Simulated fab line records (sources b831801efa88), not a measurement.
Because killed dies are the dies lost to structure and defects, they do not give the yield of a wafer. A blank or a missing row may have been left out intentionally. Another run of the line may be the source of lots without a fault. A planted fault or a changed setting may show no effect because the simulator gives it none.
fab line records | flow sky130
record: lots: 12 wafers: 36 last-day: 49
route steps=708 shown PWDE@84 VT_ADJUST_LVTN@101 VT_ADJUST_NCORE@127 POLY_GATE@231
lots untouched by any fault: they come from a run of this same line in which no faults occurred
start-h: the number of hours between the record's first day and the start of the first shown wafer of the lot | wait-h: how many hours have passed since the lot's step before this one | " identical to the entry in the row above | L1.1+2: a row that stands for several wafers | - no value, or no start given | * or withheld: withheld | < > ~ a bound
route shown NAME@n: NAME is a module with steps in the file, n the number in the route of the first one | usual: mean/standard deviation of fault-free wafers | same: alike in all rows | chamber/n: place in a boat | sites: each site's reading | _std_site: their standard deviation | _edge_site: inner sites' mean taken away from outer sites' mean | radius-mm: how far each site lies from the wafer's centre | mask NAME#n: copy n | behind: the most recent tool/chamber to have shaped the wafer | hold: the reason the lot was held/the length of the hold in hours/how it ended | device: the n, p or np transistor that did not switch | end of line: at the end of the route, the tests of the same wafers | a step without rows: its recipe alone | killed: count of dies lost to structure and defects at first sort (not the wafer's yield) | map: the dies of a wafer, with x for killed, . for not killed, _ for no die there
set.NAME: the setting that was run; set.NAME@STEP: the one run at that earlier step | model.NAME: the simulator's own value behind a step, which no gauge read
the route's steps for a sample of lots (tables are steps, rows are wafers)
services: a tool's chamber out of use, with start hour (start-h, from the record's first day; less than 0 if before it), hours out, and reason
== steps ==
step: SKY_NWELL_RS_MEAS_31
recipe: thk-meas-gauge: four-point-probe
usual: PWDE_RS: 5278/17
columns lot.wafer tool chamber start-h wait-h PWDE_RS[ohm/sq]
L609.1 film-metro-02 - 109.13 0.1 5278
L609.3 " - " " 5276
L609.5 " - " " 5266
L611.1 film-metro-01 - 115.94 0.1 5268
L611.4 " - " " 5287
L611.6 " - " " 5300
L612.1 film-metro-04 - 128.74 0.1 5272
L612.2 " - " " 5280
L612.5 " - " " 5282
L616.2 film-metro-02 - 147.66 0.1 5277
L616.4 " - " " 5265
L616.6 " - " " 5274
L617.2 film-metro-02 - 152.21 0.1 5280
L617.3 " - " " 5265
L617.4 " - " " 5257
L618.1 film-metro-01 - 159.79 0.1 5261
L618.2 " - " " 5264
L618.5 " - " " 5288
L619.2 film-metro-02 - 167.31 0.1 5295
L619.5 " - " " 5320
L619.6 " - " " 5320
L620.2 film-metro-02 - 172.41 0.1 5280
L620.3 " - " " 5302
L620.4 " - " " 5301
L622.1 film-metro-02 - 184.14 0.1 5266
L622.3 " - " " 5263
L622.5 " - " " 5259
L624.1 film-metro-04 - 196.74 0.1 5302
L624.2 " - " " 5289
L624.4 " - " " 5292
L628.1 film-metro-01 - 221.69 0.1 5273
L628.3 " - " " 5293
L628.4 " - " " 5294
L629.2 film-metro-01 - 230.26 0.1 5248
L629.3 " - " " 5257
L629.6 " - " " 5264
step: SKY_VT_ADJUST_LVTN_EXPOSE_04
recipe: mask-id: NWM_COMPLEMENT_LESS_NATIVE na: 0.6 source-shape: conventional sigma-outer: 0.6 polarization: unpolarized target-cd-nm: 840 dose-mj: 194
usual: exposure-dose-mJ-cm2: 193.99/0.19
columns lot.wafer tool chamber start-h wait-h mask exposure-dose-mJ-cm2
L609.1 iline-stepper-02 0 138.08 - NWM_COMPLEMENT_LESS_NATIVE#0 194.14
L609.3 " 0 " " NWM_COMPLEMENT_LESS_NATIVE#0 194.05
L609.5 " 0 " " NWM_COMPLEMENT_LESS_NATIVE#0 193.92
L611.1 iline-stepper-01 0 145.32 - NWM_COMPLEMENT_LESS_NATIVE#0 194.01
L611.4 " 0 " " NWM_COMPLEMENT_LESS_NATIVE#0 193.96
L611.6 " 0 " " NWM_COMPLEMENT_LESS_NATIVE#0 194.14
L612.1 iline-stepper-02 0 159.44 - NWM_COMPLEMENT_LESS_NATIVE#0 193.82
L612.2 " 0 " " NWM_COMPLEMENT_LESS_NATIVE#0 193.45
L612.5 " 0 " " NWM_COMPLEMENT_LESS_NATIVE#0 193.86
L616.2 iline-stepper-02 0 178.93 - NWM_COMPLEMENT_LESS_NATIVE#0 194.16
L616.4 " 0 " " NWM_COMPLEMENT_LESS_NATIVE#0 194.18
L616.6 " 0 " " NWM_COMPLEMENT_LESS_NATIVE#0 194.13
L617.2 iline-stepper-02 0 182.39 - NWM_COMPLEMENT_LESS_NATIVE#0 193.98
L617.3 " 0 " " NWM_COMPLEMENT_LESS_NATIVE#0 194.05
L617.4 " 0 " " NWM_COMPLEMENT_LESS_NATIVE#0 194.10
L618.1 iline-stepper-02 0 190.49 - NWM_COMPLEMENT_LESS_NATIVE#0 193.89
L618.2 " 0 " " NWM_COMPLEMENT_LESS_NATIVE#0 193.94
L618.5 " 0 " " NWM_COMPLEMENT_LESS_NATIVE#0 193.70
L619.2 iline-stepper-01 0 199.36 - NWM_COMPLEMENT_LESS_NATIVE#0 194.16
L619.5 " 0 " " NWM_COMPLEMENT_LESS_NATIVE#0 194.14
L619.6 " 0 " " NWM_COMPLEMENT_LESS_NATIVE#0 194.05
L620.2 iline-stepper-02 0 204.29 - NWM_COMPLEMENT_LESS_NATIVE#0 193.52
L620.3 " 0 " " NWM_COMPLEMENT_LESS_NATIVE#0 193.79
L620.4 " 0 " " NWM_COMPLEMENT_LESS_NATIVE#0 193.80
L622.1 iline-stepper-02 0 217.43 - NWM_COMPLEMENT_LESS_NATIVE#0 193.82
L622.3 " 0 " " NWM_COMPLEMENT_LESS_NATIVE#0 194.01
L622.5 " 0 " " NWM_COMPLEMENT_LESS_NATIVE#0 193.83
L624.1 iline-stepper-02 0 230.98 - NWM_COMPLEMENT_LESS_NATIVE#0 193.93
L624.2 " 0 " " NWM_COMPLEMENT_LESS_NATIVE#0 193.88
L624.4 " 0 " " NWM_COMPLEMENT_LESS_NATIVE#0 194.00
L628.1 iline-stepper-02 0 257.59 - NWM_COMPLEMENT_LESS_NATIVE#0 194.06
L628.3 " 0 " " NWM_COMPLEMENT_LESS_NATIVE#0 194.14
L628.4 " 0 " " NWM_COMPLEMENT_LESS_NATIVE#0 193.89
L629.2 iline-stepper-01 0 265.63 - NWM_COMPLEMENT_LESS_NATIVE#0 194.06
L629.3 " 0 " " NWM_COMPLEMENT_LESS_NATIVE#0 193.98
L629.6 " 0 " " NWM_COMPLEMENT_LESS_NATIVE#0 194.14
step: SKY_VT_ADJUST_LVTN_OVL_MEAS_07
usual: VT_ADJUST_LVTN_OVL: -0.2/1.4
columns lot.wafer tool chamber start-h wait-h VT_ADJUST_LVTN_OVL[nm]
L609.1 overlay-01 - 147.60 - -0.8
L609.3 " - " " -0.5
L609.5 " - " " -2.1
L611.1 overlay-02 - 155.76 - -0.5
L611.4 " - " " 0.5
L611.6 " - " " 1.1
L612.1 overlay-01 - 168.90 - -0.2
L612.2 " - " " -0.8
L612.5 " - " " -0.3
L616.2 overlay-01 - 188.76 - 0.2
L616.4 " - " " -1.6
L616.6 " - " " -0.2
L617.2 overlay-02 - 192.75 - -3.2
L617.3 " - " " -3.3
L617.4 " - " " -2.9
L618.1 overlay-01 - 201.91 - -0.1
L618.2 " - " " 0.1
L618.5 " - " " -0.9
L619.2 overlay-01 - 209.92 - 0.6
L619.5 " - " " 0.8
L619.6 " - " " -0.2
L620.2 overlay-02 - 215.32 - 177.0
L620.3 " - " " 179.1
L620.4 " - " " 178.2
L622.1 overlay-01 - 228.85 - 179.6
L622.3 " - " " 179.5
L622.5 " - " " 180.7
L624.1 overlay-02 - 241.91 - 178.3
L624.2 " - " " 178.6
L624.4 " - " " 176.7
L628.1 overlay-01 - 269.55 - 178.3
L628.3 " - " " 177.3
L628.4 " - " " 177.7
L629.2 overlay-02 - 277.77 - 0.1
L629.3 " - " " 0.5
L629.6 " - " " 2.1
step: SKY_VT_ADJUST_NCORE_OVL_MEAS_08
usual: VT_ADJUST_NCORE_OVL: 0.7/1.5
columns lot.wafer tool chamber start-h wait-h VT_ADJUST_NCORE_OVL[nm]
L609.1 overlay-01 - 188.98 0.1 2.0
L609.3 " - " " 2.3
L609.5 " - " " -0.5
L611.1 overlay-02 - 197.78 0.1 1.2
L611.4 " - " " 0.6
L611.6 " - " " 1.1
L612.1 overlay-02 - 212.33 0.1 -1.3
L612.2 " - " " -0.1
L612.5 " - " " -0.5
L616.2 overlay-01 - 234.27 0.1 -0.4
L616.4 " - " " -0.3
L616.6 " - " " -0.3
L617.2 overlay-01 - 238.09 0.1 1.7
L617.3 " - " " 0.7
L617.4 " - " " 1.6
L618.1 overlay-01 - 248.18 0.1 0.0
L618.2 " - " " -0.7
L618.5 " - " " -1.0
L619.2 overlay-01 - 256.94 0.1 0.4
L619.5 " - " " 2.1
L619.6 " - " " 0.8
L620.2 overlay-02 - 263.48 0.1 -2.8
L620.3 " - " " -1.6
L620.4 " - " " -1.5
L622.1 overlay-02 - 276.23 0.1 2.7
L622.3 " - " " 2.5
L622.5 " - " " 2.0
L624.1 overlay-01 - 289.63 0.1 -0.8
L624.2 " - " " 2.8
L624.4 " - " " 1.9
L628.1 overlay-01 - 320.23 0.1 3.5
L628.3 " - " " 1.4
L628.4 " - " " 1.3
L629.2 overlay-01 - 329.33 0.1 2.4
L629.3 " - " " 0.8
L629.6 " - " " 2.5
step: SKY_POLY_GATE_ETCH_17
recipe: target-depth-nm: 180 stop-on: SiO2 over-etch-frac: 0.56667 chemistry: HBr/Cl2 target: poly-Si icp-w: 400 bias-w: 100 pressure-mtorr: 10 HBr_flow_sccm: 150 Cl2_flow_sccm: 50 time-s: 70.5
usual: HBr_flow_sccm: 149.9/0.44 drypump-motor-current-A: 5.6/0.42 oes-product-au: 0.983/0.0078 throttle-valve-pct: 33.684/0.0085
same: over-etch-frac: 0.56667
columns lot.wafer tool chamber start-h wait-h HBr_flow_sccm drypump-motor-current-A oes-product-au rf-hours-counter-h throttle-valve-pct
L609.1 rie-si-01 2 377.80 0.0 150.8 5.4 0.984 1 33.688
L609.3 " 1 " " 149.5 5.5 0.985 86 33.671
L609.5 " 1 " " 149.8 5.5 0.995 - 33.664
L611.1 rie-si-01 3 399.40 0.0 150.3 4.9 0.976 1 33.676
L611.4 " 3 " " 149.8 4.9 0.980 - 33.708
L611.6 " 2 " " 149.9 5.4 0.989 - 33.696
L612.1 rie-si-02 0 407.29 0.0 150.1 5.7 0.990 5 33.688
L612.2 " 3 " " 150.1 6.1 0.978 5 33.690
L612.5 " 2 " " 150.1 5.5 0.973 - 33.688
L616.2 rie-si-02 1 434.74 0.0 149.9 6.2 0.987 56 33.676
L616.4 " 3 " " 149.9 6.2 0.972 5 33.685
L616.6 " 3 " " 149.8 6.2 0.984 - 33.669
L617.2 rie-si-02 2 437.28 0.0 150.6 5.5 0.976 6 33.688
L617.3 " 3 " " 150.6 6.2 0.992 5 33.694
L617.4 " 1 " " 150.4 6.2 1.002 56 33.698
L618.1 rie-si-02 2 451.08 0.0 150.5 5.4 0.984 6 33.687
L618.2 " 3 " " 150.1 6.1 0.982 6 33.690
L618.5 " 1 " " 149.7 6.3 0.981 - 33.688
L619.2 rie-si-02 3 469.14 0.0 150.1 6.1 0.976 6 33.678
L619.5 " 3 " " 149.1 6.2 0.982 - 33.682
L619.6 " 0 " " 150.0 5.7 0.987 - 33.682
L620.2 rie-si-01 2 475.03 0.0 150.5 5.4 0.981 3 33.688
L620.3 " 1 " " 150.0 5.5 0.984 1 33.685
L620.4 " 3 " " 150.1 4.9 0.983 1 33.694
L622.1 rie-si-01 2 497.63 0.0 149.7 5.4 0.977 3 33.683
L622.3 " 1 " " 150.2 5.5 0.988 1 33.683
L622.5 " 3 " " 149.5 4.9 0.980 - 33.674
L624.1 rie-si-01 2 503.80 0.0 149.3 5.4 0.979 3 33.688
L624.2 " 3 " " 149.9 4.9 0.970 1 33.689
L624.4 " 1 " " 150.4 5.5 0.980 1 33.685
L628.1 rie-si-02 3 539.80 0.0 149.6 6.1 0.995 6 33.686
L628.3 " 0 " " 149.0 5.7 0.988 6 33.682
L628.4 " 1 " " 150.3 6.2 1.004 0 33.686
L629.2 rie-si-01 1 545.30 0.0 150.4 5.5 0.984 1 33.672
L629.3 " 3 " " 150.0 4.9 0.980 2 33.682
L629.6 " 2 " " 149.6 5.5 0.987 - 33.692
== services ==
columns tool chamber start-h hours kind
iline-stepper-01 - 115.95 4.7 repair
rie-si-02 3 124.74 1.9 repair
iline-stepper-02 - 145.18 1.7 pm
rie-si-01 3 186.83 4.9 repair
iline-stepper-01 - 188.56 1.9 repair
rie-si-01 2 209.91 - clean
iline-stepper-02 0 252.27 - calibration
rie-si-02 3 260.65 12.1 repair
rie-si-01 3 319.89 8.5 repair
iline-stepper-02 - 320.46 11.7 repair
iline-stepper-01 - 332.18 1.7 pm
rie-si-02 2 334.01 8.5 repair
iline-stepper-02 - 363.36 1.7 pm
rie-si-01 3 383.39 12.9 repair
rie-si-02 - 385.73 2.8 pm
rie-si-01 0 387.94 38.1 repair
rie-si-01 2 415.81 3.3 repair
rie-si-02 - 465.54 0.4 repair
iline-stepper-02 0 466.10 - calibration
rie-si-01 2 482.60 5.6 repair
iline-stepper-02 - 512.35 2.6 repair
rie-si-02 3 516.21 7.7 repair
iline-stepper-02 - 516.24 5.9 repair
rie-si-01 - 517.06 28.1 pm
== key ==
first-sign: step: SKY_VT_ADJUST_LVTN_OVL_MEAS_07 reading: VT_ADJUST_LVTN_OVL direction: up sigmas: 99+ usual: -0.2 struck: 178.4
effect none on later readings
met-at SKY_VT_ADJUST_LVTN_EXPOSE_04
struck-lots L620,L622,L624,L628
tester-left-out L620,L622,L624,L628
not-acting-at SKY_NWELL_RS_MEAS_31,SKY_VT_ADJUST_NCORE_OVL_MEAS_08,SKY_POLY_GATE_ETCH_17
onset-between 190.49 204.29
fault: kind: scanner-matching-overlay tool: iline-stepper-02 chamber: - onset-h: 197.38 steps: SKY_VT_ADJUST_LVTN_EXPOSE_04 offset: 179.83
tester-left-out: of these lots the tester's yield and bins aren't shown, on N5 and GAA mostly nor the transistor test; their killed dies are dies lost to structure and defects alone, not to doping, threshold or leakage, so they don't give the yield
